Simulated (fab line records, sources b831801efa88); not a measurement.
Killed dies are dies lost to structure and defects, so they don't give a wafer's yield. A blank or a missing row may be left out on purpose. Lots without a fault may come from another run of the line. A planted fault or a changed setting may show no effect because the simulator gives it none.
Which tool did it? | flow sky130 | 11 lots, 33 wafers sampled, at 5 steps of a route of 708

WHAT THE GAUGES READ, wafer by wafer
SKY_POLY_CUT_OVL_MEAS_09.
lot  | measured     | on         | POLY_CUT_OVL (nm)
L984 | day 25 12:44 | overlay-01 | -7 -5 4
L990 | day 26 19:41 | overlay-02 | 1 1 6
L991 | day 27 07:44 | overlay-01 | 4 0 10
L997 | day 29 00:08 | overlay-01 | 1 -4 -1
L998 | day 29 10:41 | overlay-01 | 10 1 11
L101 | day 30 07:08 | overlay-01 | -4 -7 -1
L102 | day 30 22:44 | overlay-02 | -1 0 1
L103 | day 31 11:56 | overlay-02 | 8 5 3
L104 | day 32 07:38 | overlay-02 | 9 4 10
L105 | day 33 02:32 | overlay-02 | 3 4 2
L106 | day 33 00:08 | overlay-02 | 3 0 4

WHICH TOOL RAN EACH LOT (tool, then ch and the chambers of the sampled wafers, then the start)
lot  | SKY_VT_ADJUST_PCH_STRIP_09           | SKY_POLY_GATE_ETCH_16              | SKY_LDD_N_IMPLANT_10            | SKY_LDD_N_STRIP_16
L984 | plasma_asher-02 ch 0,1, day 11 12:44 | rie_diel-02 ch 0,1,2, day 17 10:39 | implanter-01 ch 0, day 18 19:26 | plasma_asher-03 ch 0,1, day 18 20:18
L990 | plasma_asher-02 ch 0,1, day 12 18:33 | rie_diel-03 ch 1,2, day 19 01:23   | implanter-03 ch 0, day 20 10:09 | plasma_asher-02 ch 0,1, day 20 11:03
L991 | plasma_asher-01 ch 0,1, day 12 20:57 | rie_diel-02 ch 0,2, day 19 13:03   | implanter-01 ch 0, day 20 21:46 | plasma_asher-03 ch 0,1, day 20 22:39
L997 | plasma_asher-01 ch 0,1, day 14 18:27 | rie_diel-02 ch 0,2, day 21 10:42   | implanter-01 ch 0, day 22 19:35 | plasma_asher-03 ch 0,1, day 22 20:29
L998 | plasma_asher-03 ch 1, day 15 02:14   | rie_diel-01 ch 0,1,3, day 21 20:59 | implanter-01 ch 0, day 23 05:56 | plasma_asher-03 ch 1, day 23 06:49
L101 | plasma_asher-02 ch 0,1, day 15 23:29 | rie_diel-01 ch 0,1, day 22 20:41   | implanter-01 ch 0, day 24 04:25 | plasma_asher-04 ch 0,1, day 24 05:17
L102 | plasma_asher-02 ch 0,1, day 16 13:35 | rie_diel-01 ch 0,1,3, day 23 11:17 | implanter-03 ch 0, day 24 18:37 | plasma_asher-02 ch 0,1, day 24 19:31
L103 | plasma_asher-01 ch 0,1, day 17 05:55 | rie_diel-01 ch 0,1,3, day 24 02:50 | implanter-03 ch 0, day 25 10:47 | plasma_asher-02 ch 0,1, day 25 11:41
L104 | plasma_asher-02 ch 1, day 18 05:41   | rie_diel-02 ch 1,2,3, day 24 23:19 | implanter-01 ch 0, day 26 07:36 | plasma_asher-04 ch 0, day 26 08:30
L105 | plasma_asher-03 ch 0,1, day 18 19:47 | rie_diel-01 ch 0,2,3, day 25 21:27 | implanter-02 ch 0, day 27 04:43 | plasma_asher-03 ch 0,1, day 27 05:37
L106 | plasma_asher-01 ch 0,1, day 18 20:08 | rie_diel-03 ch 0,1,2, day 25 17:57 | implanter-02 ch 0, day 27 02:13 | plasma_asher-03 ch 0,1, day 27 03:07
- SKY_VT_ADJUST_PCH_STRIP_09: strips in O2/N2.
- SKY_POLY_GATE_ETCH_16: etches Si3N4 in CH3F/O2, stops on poly-Si, time 147.5 s, target depth 75 nm.
- SKY_LDD_N_IMPLANT_10
- SKY_LDD_N_STRIP_16: strips in O2/N2.

THE ANSWER, worked out from the rows above alone
Rule: what is usual is taken from the lots themselves. Put in order of their means at a reading, lots are off if they are a third of the lots or fewer, leave a main group of 4 or more, and stand apart from it by a gap of 3 or more times the standard deviation of the main group's means; of several such gaps the widest counts. A main group whose means are all the same, to the digits that the tables above print for the reading, isn't used. A lot without any number at a reading at which 4 lots or more have one is off too. The other lots that the step has rows for count as sound.
No lot is off at any reading shown: from this, nothing can be told.

WHAT THE SIMULATOR HAD PUT IN
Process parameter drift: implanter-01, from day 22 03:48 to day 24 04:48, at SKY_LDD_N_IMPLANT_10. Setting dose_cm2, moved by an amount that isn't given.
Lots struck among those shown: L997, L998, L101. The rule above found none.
